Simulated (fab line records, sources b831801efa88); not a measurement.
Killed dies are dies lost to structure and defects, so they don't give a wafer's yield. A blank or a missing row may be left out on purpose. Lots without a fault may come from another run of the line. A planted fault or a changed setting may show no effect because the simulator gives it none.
fab line records | flow sky130
record lots=6 wafers=18 last_day=49
route steps=708 shown DNWELL@35 PWDE@45 PAD_OPEN@708
lots that met no fault: from a run of the same line without faults
start_h: hours from the record's first day to the start of the lot's first wafer shown | wait_h: hours since the lot's step before | " the same as in the row above | L1.1+2: a row that stands for several wafers | - no value, or no start given | * or withheld: withheld | < > ~ a bound
route shown NAME@n: a module of which the file shows steps, and the number in the route of the first | usual: mean/standard deviation of fault-free wafers | same: alike in all rows | chamber/n: place in a boat | sites: the reading at each site | _std_site: their standard deviation | _edge_site: outer sites' mean less inner sites' | radius_mm: how far each site lies from the wafer's centre | mask NAME#n: copy n | behind: the tool/chamber that last shaped the wafer | hold: why the lot was held/for how many hours/how that ended | device: the transistor (n, p or np) that didn't switch | end of line: the same wafers' tests at the end of the route | a step without rows: its recipe alone | killed: dies lost to structure and defects at the first sort, not the wafer's yield | map: a wafer's dies, x killed, . not, _ none there
set.NAME: the setting as run; set.NAME@STEP: as run at that earlier step | model.NAME: the simulator's own value behind a step, which no gauge read
lots at some steps of the route; a table a step, a row a wafer
services: from which hour (start_h, from the record's first day; less than 0 if before it) a tool's chamber was out of use, for how many hours, and why
## steps
# step SKY_DNWELL_DEHYDRATE_00
# recipe temp_c=200 time_s=60
# step SKY_DNWELL_HMDS_01
# recipe prime_time_s=60 prime_temp_c=120
# step SKY_DNWELL_COAT_02
# recipe spin_rpm=2000 resist_thk_nm=3000
# step SKY_DNWELL_SOFTBAKE_03
# recipe temp_c=110 time_s=withheld
# step SKY_DNWELL_EXPOSE_04
# recipe mask_id=DNM na=0.57 target_cd_nm=3000 dose_mj=222
# step SKY_DNWELL_PEB_05
# recipe temp_c=115 time_s=withheld
# step SKY_DNWELL_DEVELOP_06
# recipe wall_angle_deg=90 developer=TMAH develop_time_s=60 dev_temp_c=23
# step SKY_DNWELL_IMPLANT_07
# recipe species=P energy_kev=withheld dose_cm2=withheld tilt_deg=withheld
# step SKY_DNWELL_STRIP_08
# recipe chemistry=O2/N2 power_w=1400 pressure_mtorr=1500 platen_temp_c=withheld o2_flow_sccm=3000 n2_flow_sccm=300 overash_fraction=0.5
# usual chamber_pressure_mTorr=1499.8/1.4 drypump_motor_current_A=5.7/0.36 oes_product_au=0.722/0.0045 strip_time_to_endpoint_s=36.95/0.11
# same overash_fraction=0.5
# columns lot.wafer tool chamber start_h wait_h chamber_pressure_mTorr drypump_motor_current_A oes_product_au rf_hours_counter_h strip_time_to_endpoint_s
L512.2 plasma_asher-01 0 58.56 0.1 1497.6 5.9 0.721 39 36.80
L512.3 " 1 " " 1500.8 5.8 0.721 - 36.85
L512.6 " 1 " " 1500.3 5.8 0.727 - 36.76
L514.2 plasma_asher-03 1 68.90 0.1 1496.9 5.9 0.723 39 36.94
L514.3 " 0 " " 1498.1 5.9 0.723 - 37.15
L514.6 " 1 " " 1501.6 5.8 0.719 - 36.88
L516.2 plasma_asher-04 1 80.32 0.1 1499.5 5.1 0.725 40 36.93
L516.5 " 1 " " 1500.2 5.0 0.721 - 36.94
L516.6 " 0 " " 1501.9 5.7 0.723 - 36.91
L528.2 plasma_asher-03 1 143.60 0.1 1500.5 5.8 0.721 46 37.00
L528.5 " 1 " " 1500.6 5.8 0.722 - 37.03
L528.6 " 0 " " 1499.6 6.0 0.723 - 36.94
L530.1 plasma_asher-04 0 155.32 0.1 1499.9 5.7 0.733 48 37.08
L530.2 " 1 " " 1498.8 5.0 0.727 48 37.05
L530.6 " 1 " " 1501.5 5.0 0.722 - 37.16
L531.1 plasma_asher-04 1 158.96 0.1 1500.2 5.1 0.713 49 37.00
L531.3 " 0 " " 1498.6 5.7 0.721 - 37.17
L531.6 " 1 " " 1499.1 5.1 0.725 - 37.06
# step SKY_DNWELL_TW_MEAS_09
# usual DNWELL_TW=1107/11
# columns lot.wafer tool chamber start_h wait_h DNWELL_TW
L512.2 film_metro-03 - 58.67 0.1 1115
L512.3 " - " " 1115
L512.6 " - " " 1121
L514.2 film_metro-03 - 69.01 0.1 1109
L514.3 " - " " 1113
L514.6 " - " " 1110
L516.2 film_metro-02 - 80.43 0.1 1088
L516.5 " - " " 1090
L516.6 " - " " 1089
L528.2 film_metro-02 - 143.71 0.1 1092
L528.5 " - " " 1095
L528.6 " - " " 1095
L530.1 film_metro-02 - 155.42 0.1 1094
L530.2 " - " " 1090
L530.6 " - " " 1091
L531.1 film_metro-04 - 159.06 0.1 1118
L531.3 " - " " 1112
L531.6 " - " " 1115
# step SKY_PWDE_DEHYDRATE_00
# recipe temp_c=200 time_s=60
# step SKY_PWDE_HMDS_01
# recipe prime_time_s=60 prime_temp_c=120
# step SKY_PWDE_COAT_02
# recipe spin_rpm=2000 resist_thk_nm=3000
# columns lot.wafer tool chamber start_h wait_h model.coat_of_PWDE_COAT_02.thk_nm
L512.2 litho_track-02 0 66.20 0.1 3015
L512.3 " 0 " " 3007
L512.6 " 0 " " 3012
L514.2 litho_track-02 0 77.85 0.1 643.7
L514.3 " 0 " " 642.2
L514.6 " 0 " " 642.5
L516.2 litho_track-02 0 88.20 0.1 642.6
L516.5 " 0 " " 641.3
L516.6 " 0 " " 642.9
L528.2 litho_track-02 0 153.30 0.1 3024
L528.5 " 0 " " 3027
L528.6 " 0 " " 3021
L530.1 litho_track-01 0 165.40 0.1 2999
L530.2 " 0 " " 2984
L530.6 " 0 " " 2998
L531.1 litho_track-01 0 168.65 0.1 2996
L531.3 " 0 " " 2999
L531.6 " 0 " " 2991
# step SKY_PWDE_SOFTBAKE_03
# recipe temp_c=110 time_s=withheld
# step SKY_PWDE_EXPOSE_04
# recipe mask_id=PWDEM na=0.6 source_shape=conventional sigma_outer=0.6 polarization=unpolarized target_cd_nm=840 dose_mj=214
# step SKY_PWDE_PEB_05
# recipe temp_c=115 time_s=withheld
# step SKY_PWDE_DEVELOP_06
# recipe wall_angle_deg=90 developer=TMAH develop_time_s=60 dev_temp_c=23
# columns lot.wafer tool chamber start_h wait_h model.coat_of_PWDE_COAT_02.thk_nm
L512.2 litho_track-02 0 - - 3010
L512.3 " 0 " " 3003
L512.6 " 0 " " 3008
L514.2 litho_track-02 0 - - 639.4
L514.3 " 0 " " 638
L514.6 " 0 " " 638.2
L516.2 litho_track-01 0 - - 638.3
L516.5 " 0 " " 637
L516.6 " 0 " " 638.7
L528.2 litho_track-04 0 - - 3020
L528.5 " 0 " " 3023
L528.6 " 0 " " 3016
L530.1 litho_track-01 0 - - 2995
L530.2 " 0 " " 2979
L530.6 " 0 " " 2994
L531.1 litho_track-02 0 - - 2992
L531.3 " 0 " " 2995
L531.6 " 0 " " 2986
# step SKY_PWDE_OVL_MEAS_07
# usual PWDE_OVL=0.6/1.6
# columns lot.wafer tool chamber start_h wait_h PWDE_OVL[nm]
L512.2 overlay-02 - 75.48 - 1.2
L512.3 " - " " 2.4
L512.6 " - " " 0.2
L514.2 overlay-01 - 86.63 - 0.0
L514.3 " - " " 0.9
L514.6 " - " " -1.1
L516.2 overlay-01 - 97.31 - 2.9
L516.5 " - " " 0.5
L516.6 " - " " 1.5
L528.2 overlay-01 - 163.50 - 1.2
L528.5 " - " " 1.1
L528.6 " - " " 3.5
L530.1 overlay-02 - 175.80 - -0.8
L530.2 " - " " 1.0
L530.6 " - " " 0.8
L531.1 overlay-01 - 179.77 - 2.9
L531.3 " - " " 1.0
L531.6 " - " " 1.3
# step SKY_PWDE_IMPLANT_08
# recipe species=B energy_kev=150 dose_cm2=3.6e+12 tilt_deg=withheld
# step SKY_PWDE_STRIP_09
# recipe chemistry=O2/N2 power_w=1400 pressure_mtorr=1500 platen_temp_c=withheld o2_flow_sccm=3000 n2_flow_sccm=300 overash_fraction=0.5
# usual chamber_pressure_mTorr=1499.9/1.5 drypump_motor_current_A=5.7/0.37 oes_product_au=0.721/0.0049 strip_time_to_endpoint_s=37.02/0.11
# same overash_fraction=0.5
# columns lot.wafer tool chamber start_h wait_h chamber_pressure_mTorr drypump_motor_current_A oes_product_au rf_hours_counter_h strip_time_to_endpoint_s
L512.2 plasma_asher-02 0 75.66 0.1 1500.2 6.0 0.730 24 37.09
L512.3 " 1 " " 1502.4 5.7 0.720 - 36.97
L512.6 " 1 " " 1499.4 5.7 0.724 - 37.05
L514.2 plasma_asher-04 1 86.81 0.1 1501.6 5.0 0.606 40 8.93
L514.3 " 1 " " 1500.8 5.1 0.599 - 8.90
L514.6 " 0 " " 1501.0 5.7 0.605 - 8.92
L516.2 plasma_asher-02 1 97.49 0.1 1500.3 5.7 0.608 26 8.94
L516.5 " 0 " " 1499.4 6.0 0.614 - 8.91
L516.6 " 1 " " 1501.3 5.7 0.613 - 8.95
L528.2 plasma_asher-02 1 163.68 0.1 1501.1 5.7 0.716 32 37.18
L528.5 " 1 " " 1500.5 5.7 0.721 - 37.24
L528.6 " 0 " " 1499.1 6.1 0.720 - 37.16
L530.1 plasma_asher-02 1 175.99 0.1 1499.9 5.7 0.729 33 36.90
L530.2 " 0 " " 1498.5 6.1 0.725 33 36.72
L530.6 " 1 " " 1500.0 5.7 0.731 - 36.90
L531.1 plasma_asher-02 0 180.14 0.1 1500.9 6.0 0.721 33 36.87
L531.3 " 1 " " 1497.8 5.7 0.727 - 36.91
L531.6 " 1 " " 1500.8 5.7 0.717 - 36.80
# step SKY_PWDE_TW_MEAS_10
# usual PWDE_TW=373/3.7
# columns lot.wafer tool chamber start_h wait_h PWDE_TW
L512.2 film_metro-03 - 75.77 0.1 374
L512.3 " - " " 375
L512.6 " - " " 374
L514.2 film_metro-04 - 86.92 0.1 373
L514.3 " - " " 373
L514.6 " - " " 375
L516.2 film_metro-04 - 97.60 0.1 375
L516.5 " - " " 378
L516.6 " - " " 377
L528.2 film_metro-02 - 163.79 0.1 366
L528.5 " - " " 368
L528.6 " - " " 365
L530.1 film_metro-04 - 176.09 0.1 376
L530.2 " - " " 375
L530.6 " - " " 376
L531.1 film_metro-04 - 180.24 0.1 374
L531.3 " - " " 374
L531.6 " - " " 373
# step SKY_PAD_OPEN_PROBE_99
# usual killed_at_M0_to_M3=41/6.2 killed_at_M4_up=3.0/1.7 killed_at_contacts=25/5.8 killed_at_front_end=16/4.5 killed_at_other=0.2/0.42 killed_dies=85/8.4 killed_on_rim=17/4.1 killed_open=46/5.9 killed_short=39/6.3
# same gross_dies=492 killed_at_back_side=0
# columns lot.wafer tool chamber start_h wait_h killed_at_M0_to_M3 killed_at_M4_up killed_at_contacts killed_at_front_end killed_at_other killed_dies killed_on_rim killed_open killed_short
L512.2 prober-01 - 1088.71 0.1 43 2 36 12 0 93 22 47 46
L512.3 prober-01 - 1088.76 0.2 45 2 26 15 0 88 18 46 42
L512.6 prober-01 - 1088.91 0.2 36 5 32 10 0 83 17 48 34
L514.2 prober-01 - 1102.53 0.1 41 1 35 415 0 492 96 52 39
L514.3 prober-01 - 1102.58 0.2 43 4 30 415 0 492 96 47 47
L514.6 prober-01 - 1102.73 0.2 44 2 30 416 0 492 96 54 41
L516.2 prober-01 - 1111.35 0.1 35 2 29 426 0 492 96 51 41
L516.5 prober-01 - 1111.50 0.2 54 6 20 412 0 492 96 48 42
L516.6 prober-01 - 1111.55 0.2 39 3 27 423 0 492 96 50 37
L528.2 prober-01 - 1177.38 0.1 46 0 26 14 0 86 19 46 40
L528.5 prober-01 - 1177.53 0.2 49 3 31 13 0 96 23 57 39
L528.6 prober-01 - 1177.58 0.2 53 3 30 12 1 99 23 56 43
L531.1 prober-01 - 1186.97 0.1 33 6 32 20 0 91 17 44 44
L531.3 prober-01 - 1187.07 0.2 50 3 21 17 0 91 17 45 45
L531.6 prober-01 - 1187.22 0.2 43 2 22 14 0 81 14 48 33
L530.1 prober-02 - 1187.32 0.1 44 4 34 14 0 96 11 51 45
L530.2 prober-02 - 1187.37 0.1 40 3 26 18 0 87 16 52 35
L530.6 prober-02 - 1187.57 0.2 46 1 26 14 0 87 21 46 41
# killed by level:class
L512.2 CONTACT:geometric_particle:open=14 VIA1:geometric_particle:open=13 CONTACT:geometric_particle:short=8 LOCAL_INTERCONNECT:geometric_particle:short=7 METAL2:geometric_particle:short=7 LI_CONTACT:geometric_particle:open=5 VIA1:geometric_particle:short=5 VIA2:geometric_particle:open=5
L512.3 CONTACT:geometric_particle:open=15 VIA1:geometric_particle:open=12 METAL1:geometric_particle:short=7 FIELD_ISO:geometric_particle:open=6 LOCAL_INTERCONNECT:geometric_particle:short=6 METAL3:geometric_particle:short=6 VIA1:geometric_particle:short=4 METAL2:geometric_particle:short=4
L512.6 LI_CONTACT:geometric_particle:open=12 VIA1:geometric_particle:open=11 LOCAL_INTERCONNECT:geometric_particle:short=7 CONTACT:geometric_particle:short=7 CONTACT:geometric_particle:open=6 VIA2:geometric_particle:open=6 VIA3:geometric_particle:open=5 POLY_GATE:geometric_particle:short=4
L514.2 PWDE:area_expose=401 CONTACT:geometric_particle:open=12 CONTACT:geometric_particle:short=12 VIA2:geometric_particle:open=10 VIA1:geometric_particle:open=9 VIA1:geometric_particle:short=7 LI_CONTACT:geometric_particle:open=6 FIELD_ISO:geometric_particle:open=5
L514.3 PWDE:area_expose=398 CONTACT:geometric_particle:open=11 METAL1:geometric_particle:short=9 LI_CONTACT:geometric_particle:open=7 VIA3:geometric_particle:open=7 FIELD_ISO:geometric_particle:open=6 LOCAL_INTERCONNECT:geometric_particle:short=6 FIELD_ISO:geometric_particle:short=5
L514.6 PWDE:area_expose=397 CONTACT:geometric_particle:open=14 VIA1:geometric_particle:open=11 POLY_GATE:geometric_particle:short=6 VIA2:geometric_particle:open=6 LI_CONTACT:geometric_particle:open=5 LOCAL_INTERCONNECT:geometric_particle:short=5 METAL1:geometric_particle:short=5
L516.2 PWDE:area_expose=400 VIA1:geometric_particle:open=10 CONTACT:geometric_particle:open=9 FIELD_ISO:geometric_particle:short=6 SPACER:geometric_particle:open=6 CONTACT:geometric_particle:short=6 VIA2:geometric_particle:open=6 FIELD_ISO:geometric_particle:open=5
L516.5 PWDE:area_expose=402 CONTACT:geometric_particle:open=11 VIA1:geometric_particle:open=10 VIA2:geometric_particle:open=7 VIA3:geometric_particle:open=7 VIA3:geometric_particle:short=6 CONTACT:geometric_particle:short=5 VIA1:geometric_particle:short=5
L516.6 PWDE:area_expose=405 VIA1:geometric_particle:open=10 VIA2:geometric_particle:open=8 CONTACT:geometric_particle:open=7 LI_CONTACT:geometric_particle:open=7 FIELD_ISO:geometric_particle:open=6 POLY_GATE:geometric_particle:short=5 LOCAL_INTERCONNECT:geometric_particle:short=5
L528.2 CONTACT:geometric_particle:open=12 VIA3:geometric_particle:open=9 VIA2:geometric_particle:open=9 CONTACT:geometric_particle:short=8 VIA3:geometric_particle:short=6 POLY_GATE:geometric_particle:open=5 LOCAL_INTERCONNECT:geometric_particle:short=5 VIA1:geometric_particle:open=5
L528.5 CONTACT:geometric_particle:open=11 VIA1:geometric_particle:open=9 METAL1:geometric_particle:short=8 VIA3:geometric_particle:open=8 VIA2:geometric_particle:open=7 LI_CONTACT:geometric_particle:open=6 CONTACT:geometric_particle:short=6 METAL2:geometric_particle:open=5
L528.6 VIA3:geometric_particle:open=14 CONTACT:geometric_particle:open=12 VIA1:geometric_particle:open=8 METAL1:geometric_particle:short=7 CONTACT:geometric_particle:short=7 VIA2:geometric_particle:open=6 LI_CONTACT:geometric_particle:open=5 VIA2:geometric_particle:short=5
L531.1 CONTACT:geometric_particle:open=15 FIELD_ISO:geometric_particle:open=5 POLY_GATE:geometric_particle:short=5 LOCAL_INTERCONNECT:geometric_particle:short=5 VIA1:geometric_particle:open=5 METAL4:geometric_particle:short=5 POLY_GATE:geometric_particle:open=4 LI_CONTACT:geometric_particle:open=4
L531.3 VIA2:geometric_particle:open=10 METAL1:geometric_particle:short=9 VIA3:geometric_particle:short=8 CONTACT:geometric_particle:open=8 POLY_GATE:geometric_particle:open=6 VIA1:geometric_particle:open=5 VIA3:geometric_particle:open=5 VIA1:geometric_particle:short=4
L531.6 CONTACT:geometric_particle:open=12 VIA1:geometric_particle:open=10 VIA3:geometric_particle:open=8 VIA2:geometric_particle:short=6 FIELD_ISO:geometric_particle:short=5 VIA2:geometric_particle:open=5 POLY_GATE:geometric_particle:open=4 VIA3:geometric_particle:short=4
L530.1 CONTACT:geometric_particle:open=17 VIA1:geometric_particle:open=15 CONTACT:geometric_particle:short=10 METAL1:geometric_particle:short=6 LI_CONTACT:geometric_particle:open=5 FIELD_ISO:geometric_particle:short=4 METAL2:geometric_particle:short=4 VIA2:geometric_particle:short=3
L530.2 CONTACT:geometric_particle:open=16 VIA1:geometric_particle:open=12 POLY_GATE:geometric_particle:short=8 VIA3:geometric_particle:open=5 FIELD_ISO:geometric_particle:short=4 LI_CONTACT:geometric_particle:open=4 VIA2:geometric_particle:short=4 VIA2:geometric_particle:open=4
L530.6 CONTACT:geometric_particle:open=11 VIA1:geometric_particle:open=11 VIA3:geometric_particle:open=8 CONTACT:geometric_particle:short=7 VIA1:geometric_particle:short=7 FIELD_ISO:geometric_particle:open=5 LI_CONTACT:geometric_particle:open=5 VIA3:geometric_particle:short=5
# map L514.2 (x killed, . not)
__________xxxxxxxxxx_________
________xxxxxxxxxxxxxx_______
______xxxxxxxxxxxxxxxxxx_____
_____xxxxxxxxxxxxxxxxxxxx____
____xxxxxxxxxxxxxxxxxxxxxx___
___xxxxxxxxxxxxxxxxxxxxxxxx__
__xxxxxxxxxxxxxxxxxxxxxxxxxx_
_xxxxxxxxxxxxxxxxxxxxxxxxxxxx
_xxxxxxxxxxxxxxxxxxxxxxxxxxxx
_xxxxxxxxxxxxxxxxxxxxxxxxxxxx
_xxxxxxxxxxxxxxxxxxxxxxxxxxxx
_xxxxxxxxxxxxxxxxxxxxxxxxxxxx
_xxxxxxxxxxxxxxxxxxxxxxxxxxxx
_xxxxxxxxxxxxxxxxxxxxxxxxxxxx
_xxxxxxxxxxxxxxxxxxxxxxxxxxxx
__xxxxxxxxxxxxxxxxxxxxxxxxxx_
___xxxxxxxxxxxxxxxxxxxxxxxx__
____xxxxxxxxxxxxxxxxxxxxxx___
_____xxxxxxxxxxxxxxxxxxxx____
______xxxxxxxxxxxxxxxxxx_____
________xxxxxxxxxxxxxx_______
__________xxxxxxxxxx_________
# map L516.2 (x killed, . not)
__________xxxxxxxxxx_________
________xxxxxxxxxxxxxx_______
______xxxxxxxxxxxxxxxxxx_____
_____xxxxxxxxxxxxxxxxxxxx____
____xxxxxxxxxxxxxxxxxxxxxx___
___xxxxxxxxxxxxxxxxxxxxxxxx__
__xxxxxxxxxxxxxxxxxxxxxxxxxx_
_xxxxxxxxxxxxxxxxxxxxxxxxxxxx
_xxxxxxxxxxxxxxxxxxxxxxxxxxxx
_xxxxxxxxxxxxxxxxxxxxxxxxxxxx
_xxxxxxxxxxxxxxxxxxxxxxxxxxxx
_xxxxxxxxxxxxxxxxxxxxxxxxxxxx
_xxxxxxxxxxxxxxxxxxxxxxxxxxxx
_xxxxxxxxxxxxxxxxxxxxxxxxxxxx
_xxxxxxxxxxxxxxxxxxxxxxxxxxxx
__xxxxxxxxxxxxxxxxxxxxxxxxxx_
___xxxxxxxxxxxxxxxxxxxxxxxx__
____xxxxxxxxxxxxxxxxxxxxxx___
_____xxxxxxxxxxxxxxxxxxxx____
______xxxxxxxxxxxxxxxxxx_____
________xxxxxxxxxxxxxx_______
__________xxxxxxxxxx_________
## services
# columns tool chamber start_h hours kind
litho_track-02 - 43.04 - consumable_replace:filter
plasma_asher-03 - 97.22 9.6 repair
plasma_asher-01 - 108.75 9.0 pm
plasma_asher-01 0 108.75 9.0 vent_cycle
plasma_asher-01 1 108.75 9.0 vent_cycle
plasma_asher-01 0 117.75 - clean
plasma_asher-01 1 117.75 - clean
plasma_asher-02 - 137.41 11.5 repair
litho_track-01 - 145.11 - consumable_replace:filter
plasma_asher-01 - 146.34 14.6 pm
plasma_asher-01 - 163.35 1.4 repair
plasma_asher-04 - 176.56 2.9 repair
## key
first_sign step=SKY_PWDE_STRIP_09 reading=strip_time_to_endpoint_s direction=down sigmas=99+ usual=* struck=*
effect step=SKY_PWDE_STRIP_09 reading=oes_product_au direction=down sigmas=23 usual=0.721 struck=0.608
effect step=SKY_PAD_OPEN_PROBE_99 reading=killed_at_front_end direction=up sigmas=89 usual=16 struck=418
model_effect step=SKY_PWDE_COAT_02 value=coat_of_PWDE_COAT_02.thk_nm without=3016 struck=642.5
model_effect step=SKY_PWDE_DEVELOP_06 value=coat_of_PWDE_COAT_02.thk_nm without=3011 struck=638.3
more_kills_born_at SKY_PWDE_EXPOSE_04@iline_stepper-01=2403
met_at SKY_PWDE_COAT_02
struck_wafers L514.2,L514.3,L514.6,L516.2,L516.5,L516.6
tester_left_out L514,L516
onset_between 66.20 77.85
fault kind=process_parameter_drift tool=litho_track-02 chamber=- onset_h=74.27 steps=SKY_PWDE_COAT_02 channel=resist_thk_nm offset=-2360.8 shape=step end_h=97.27 acts_in=these_recipes_only stated=3000
# tester_left_out: of these lots the tester's yield and bins aren't shown, on N5 and GAA mostly nor the transistor test; their killed dies are dies lost to structure and defects alone, not to doping, threshold or leakage, so they don't give the yield
